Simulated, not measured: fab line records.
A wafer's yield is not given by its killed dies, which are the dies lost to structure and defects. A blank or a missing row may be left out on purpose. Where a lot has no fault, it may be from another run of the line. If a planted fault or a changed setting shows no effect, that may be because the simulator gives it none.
The tool behind it: which one? / flow gf180mcu / 12 lots, 36 wafers sampled, at 5 steps of a route of 602

## WHAT EACH GAUGE READ, for each wafer
GF_M2_RS_MEAS_05: measures by four-point-probe. Usual: M2_ALCU_RS gives 0.0697 ohm/sq (standard deviation 0.00091).
lot=L863; measured=day 17 23:50; on=film-metro-02; M2_ALCU_RS (ohm/sq)=0.0690 0.0682 0.0688; flag=
lot=L864; measured=day 18 11:46; on=film-metro-04; M2_ALCU_RS (ohm/sq)=0.0699 0.0694 0.0699; flag=
lot=L866; measured=day 19 02:21; on=film-metro-01; M2_ALCU_RS (ohm/sq)=0.0689 0.0694 0.0687; flag=
lot=L867; measured=day 19 18:29; on=film-metro-01; M2_ALCU_RS (ohm/sq)=0.0686 0.0695 0.0690; flag=
lot=L869; measured=day 20 13:32; on=film-metro-01; M2_ALCU_RS (ohm/sq)=0.0700 0.0703 0.0704; flag=
lot=L874; measured=day 22 21:09; on=film-metro-01; M2_ALCU_RS (ohm/sq)=0.0702 0.0682 0.0683; flag=
lot=L876; measured=day 23 11:53; on=film-metro-02; M2_ALCU_RS (ohm/sq)=0.0703 0.0699 0.0690; flag=
lot=L877; measured=day 23 19:37; on=film-metro-04; M2_ALCU_RS (ohm/sq)=0.0697 0.0702 0.0695; flag=
lot=L880; measured=day 24 16:58; on=film-metro-01; M2_ALCU_RS (ohm/sq)=0.0702 0.0689 0.0690; flag=
lot=L882; measured=day 25 10:04; on=film-metro-01; M2_ALCU_RS (ohm/sq)=0.0684 0.0689 0.0692; flag=
lot=L884; measured=day 25 17:17; on=film-metro-01; M2_ALCU_RS (ohm/sq)=0.0694 0.0698 0.0696; flag=
lot=L885; measured=day 25 19:50; on=film-metro-04; M2_ALCU_RS (ohm/sq)=0.0701 0.0701 0.0708; flag=

GF_M2_CD_MEAS_14: the cd target is 280 nm. Usual: cd-nm at 279.8 nm, with a standard deviation of 1.3.
lot=L863; measured=day 19 04:25; on=cd-sem-02; cd-nm (nm)=277.0 278.5 278.8; flag=
lot=L864; measured=day 19 11:38; on=cd-sem-01; cd-nm (nm)=279.5 280.2 280.0; flag=
lot=L866; measured=day 20 02:29; on=cd-sem-02; cd-nm (nm)=279.7 280.7 279.9; flag=
lot=L867; measured=day 20 18:17; on=cd-sem-01; cd-nm (nm)=281.1 280.6 279.4; flag=
lot=L869; measured=day 21 12:59; on=cd-sem-01; cd-nm (nm)=277.9 279.9 278.1; flag=
lot=L874; measured=day 23 19:54; on=cd-sem-01; cd-nm (nm)=281.7 280.7 280.7; flag=
lot=L876; measured=day 24 09:41; on=cd-sem-02; cd-nm (nm)=280.2 280.4 279.5; flag=
lot=L877; measured=day 24 17:17; on=cd-sem-01; cd-nm (nm)=280.4 280.2 281.1; flag=
lot=L880; measured=day 25 13:44; on=cd-sem-02; cd-nm (nm)=281.1 281.3 282.1; flag=
lot=L882; measured=day 26 05:53; on=cd-sem-02; cd-nm (nm)=281.0 281.0 281.4; flag=
lot=L884; measured=day 26 13:23; on=cd-sem-01; cd-nm (nm)=278.8 281.0 280.2; flag=
lot=L885; measured=day 26 16:19; on=cd-sem-02; cd-nm (nm)=278.5 279.6 279.0; flag=

GF_V3_THK_MEAS_01. Usual: V3_CVD_00_THK gives 600 nm (standard deviation 6.6).
lot=L863; measured=day 21 08:49; on=film-metro-02; V3_CVD_00_THK (nm)=606 607 596; flag=
lot=L864; measured=day 21 14:37; on=film-metro-03; V3_CVD_00_THK (nm)=607 591 589; flag=
lot=L866; measured=day 22 06:18; on=film-metro-01; V3_CVD_00_THK (nm)=589 589 590; flag=
lot=L867; measured=day 22 22:04; on=film-metro-01; V3_CVD_00_THK (nm)=592 595 593; flag=
lot=L869; measured=day 23 16:13; on=film-metro-02; V3_CVD_00_THK (nm)=592 594 605; flag=
lot=L874; measured=day 25 19:26; on=film-metro-02; V3_CVD_00_THK (nm)=599 586 601; flag=
lot=L876; measured=day 26 08:16; on=film-metro-01; V3_CVD_00_THK (nm)=602 897 612; flag=OFF
lot=L877; measured=day 26 14:24; on=film-metro-03; V3_CVD_00_THK (nm)=611 896 612; flag=OFF
lot=L880; measured=day 27 10:28; on=film-metro-02; V3_CVD_00_THK (nm)=616 602 603; flag=
lot=L882; measured=day 28 01:47; on=film-metro-02; V3_CVD_00_THK (nm)=597 599 609; flag=
lot=L884; measured=day 28 09:41; on=film-metro-01; V3_CVD_00_THK (nm)=601 598 597; flag=
lot=L885; measured=day 28 11:24; on=film-metro-01; V3_CVD_00_THK (nm)=605 602 604; flag=

## EACH LOT AND THE TOOL THAT RAN IT (in order: tool; ch and the chambers of the sampled wafers; start)
lot=L863; GF_M2_SPUTTER_01=pvd-sputter-01, day 17 23:42; GF_V3_CVD_00=hdpcvd-02 ch 0,1, day 21 08:44
lot=L864; GF_M2_SPUTTER_01=pvd-sputter-02, day 18 11:39; GF_V3_CVD_00=hdpcvd-01 ch 0,1,2, day 21 14:33
lot=L866; GF_M2_SPUTTER_01=pvd-sputter-02, day 19 02:14; GF_V3_CVD_00=hdpcvd-01 ch 0,1,2, day 22 06:14
lot=L867; GF_M2_SPUTTER_01=pvd-sputter-01, day 19 18:22; GF_V3_CVD_00=hdpcvd-01 ch 0,1, day 22 21:59
lot=L869; GF_M2_SPUTTER_01=pvd-sputter-03, day 20 13:24; GF_V3_CVD_00=hdpcvd-02 ch 0,2, day 23 16:08
lot=L874; GF_M2_SPUTTER_01=pvd-sputter-03, day 22 20:58; GF_V3_CVD_00=hdpcvd-02 ch 0,1,2, day 25 19:23
lot=L876; GF_M2_SPUTTER_01=pvd-sputter-03, day 23 11:45; GF_V3_CVD_00=hdpcvd-02 ch 0,1,2, day 26 08:10
lot=L877; GF_M2_SPUTTER_01=pvd-sputter-02, day 23 19:27; GF_V3_CVD_00=hdpcvd-02 ch 0,1, day 26 14:19
lot=L880; GF_M2_SPUTTER_01=pvd-sputter-01, day 24 16:48; GF_V3_CVD_00=hdpcvd-01 ch 1,2, day 27 10:22
lot=L882; GF_M2_SPUTTER_01=pvd-sputter-01, day 25 09:54; GF_V3_CVD_00=hdpcvd-01 ch 0,1, day 28 01:41
lot=L884; GF_M2_SPUTTER_01=pvd-sputter-03, day 25 17:10; GF_V3_CVD_00=hdpcvd-01 ch 0,1, day 28 09:37
lot=L885; GF_M2_SPUTTER_01=pvd-sputter-02, day 25 19:42; GF_V3_CVD_00=hdpcvd-01 ch 0,1, day 28 11:19
- GF_M2_SPUTTER_01: material TiN, target thk 30 nm, time 25 s.
- GF_V3_CVD_00: deposits SiO2, target thk 600 nm, time 100 s.

## WHAT THE TOOLS THEMSELVES READ (means of the sampled wafers that have a number; where no wafer has one, the mark that the record gives instead)
GF_M2_SPUTTER_01. Usual: chamber-pressure-pa 0.3999 Pa, standard deviation 0.00078; throttle-valve-pct 29.8 %, standard deviation 1.1.
lot=L863; tool=pvd-sputter-01; chamber-pressure-pa (Pa)=0.4011; throttle-valve-pct (%)=29.5; flag=
lot=L864; tool=pvd-sputter-02; chamber-pressure-pa (Pa)=0.3996; throttle-valve-pct (%)=30.3; flag=
lot=L866; tool=pvd-sputter-02; chamber-pressure-pa (Pa)=0.3995; throttle-valve-pct (%)=30.5; flag=
lot=L867; tool=pvd-sputter-01; chamber-pressure-pa (Pa)=0.3999; throttle-valve-pct (%)=29.7; flag=
lot=L869; tool=pvd-sputter-03; chamber-pressure-pa (Pa)=0.4002; throttle-valve-pct (%)=29.8; flag=
lot=L874; tool=pvd-sputter-03; chamber-pressure-pa (Pa)=0.3998; throttle-valve-pct (%)=29.2; flag=
lot=L876; tool=pvd-sputter-03; chamber-pressure-pa (Pa)=0.4006; throttle-valve-pct (%)=29.9; flag=
lot=L877; tool=pvd-sputter-02; chamber-pressure-pa (Pa)=0.3994; throttle-valve-pct (%)=30.2; flag=
lot=L880; tool=pvd-sputter-01; chamber-pressure-pa (Pa)=0.3998; throttle-valve-pct (%)=29.6; flag=
lot=L882; tool=pvd-sputter-01; chamber-pressure-pa (Pa)=0.3987; throttle-valve-pct (%)=29.5; flag=
lot=L884; tool=pvd-sputter-03; chamber-pressure-pa (Pa)=0.3993; throttle-valve-pct (%)=28.7; flag=
lot=L885; tool=pvd-sputter-02; chamber-pressure-pa (Pa)=0.4003; throttle-valve-pct (%)=30.1; flag=

GF_V3_CVD_00. Usual: pressure-mtorr 5.998 mTorr, standard deviation 0.012; sih4-flow-sccm 60.01 sccm, standard deviation 0.17.
lot=L863; tool=hdpcvd-02; pressure-mtorr (mTorr)=5.996; sih4-flow-sccm (sccm)=60.05; flag=
lot=L864; tool=hdpcvd-01; pressure-mtorr (mTorr)=5.995; sih4-flow-sccm (sccm)=59.88; flag=
lot=L866; tool=hdpcvd-01; pressure-mtorr (mTorr)=6.002; sih4-flow-sccm (sccm)=59.96; flag=
lot=L867; tool=hdpcvd-01; pressure-mtorr (mTorr)=6.015; sih4-flow-sccm (sccm)=60.16; flag=
lot=L869; tool=hdpcvd-02; pressure-mtorr (mTorr)=6.000; sih4-flow-sccm (sccm)=60.05; flag=
lot=L874; tool=hdpcvd-02; pressure-mtorr (mTorr)=6.002; sih4-flow-sccm (sccm)=60.05; flag=
lot=L876; tool=hdpcvd-02; pressure-mtorr (mTorr)=6.002; sih4-flow-sccm (sccm)=69.91; flag=OFF
lot=L877; tool=hdpcvd-02; pressure-mtorr (mTorr)=5.995; sih4-flow-sccm (sccm)=69.96; flag=OFF
lot=L880; tool=hdpcvd-01; pressure-mtorr (mTorr)=5.998; sih4-flow-sccm (sccm)=59.88; flag=
lot=L882; tool=hdpcvd-01; pressure-mtorr (mTorr)=6.006; sih4-flow-sccm (sccm)=60.12; flag=
lot=L884; tool=hdpcvd-01; pressure-mtorr (mTorr)=5.986; sih4-flow-sccm (sccm)=60.04; flag=
lot=L885; tool=hdpcvd-01; pressure-mtorr (mTorr)=5.991; sih4-flow-sccm (sccm)=60.16; flag=

## THE ANSWER, worked out from the rows above alone
Rule: a lot counts as off when the mean over its wafers that have a number is more than 3 standard deviations away from the usual mean. A lot without any number at a reading at which 4 lots or more have one is off too. Where the step has rows for the other lots, those lots are counted as sound. After the gauges, taken in route order, come the tools' own readings; for these a lot's mean is taken, as printed above. At the first step where some lot is off, the reading lying furthest off is the one used; lots without a number count as furthest.
Off: L876, L877, seen at GF_V3_THK_MEAS_01 (V3_CVD_00_THK).
If a tool, at a process step before that reading, ran all the lots that are off and no sound lot after the first of them, it fits. Not tried: the gauges at GF_V3_THK_MEAS_01; whatever is off there is also off at GF_V3_CVD_00, on other tools, and gauge error can't account for it. One fits: hdpcvd-02 at GF_V3_CVD_00. A fault onset in the window from L874 (day 25 19:23, its last sound lot) to L876 (day 26 08:10, its first lot off) fits.
The tool's own readings at GF_V3_CVD_00 bear it out: on the lots that are off they differ by more than 5 times the standard deviation of the sound lots' means. sih4-flow-sccm reads 69.94 sccm there against 60.03 sccm on the sound lots.

## WHAT HAD BEEN PUT IN BY THE SIMULATOR
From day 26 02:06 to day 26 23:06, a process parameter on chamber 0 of hdpcvd-02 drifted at GF_V3_CVD_00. Setting sih4-flow-sccm, moved by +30, from 60. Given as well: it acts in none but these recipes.
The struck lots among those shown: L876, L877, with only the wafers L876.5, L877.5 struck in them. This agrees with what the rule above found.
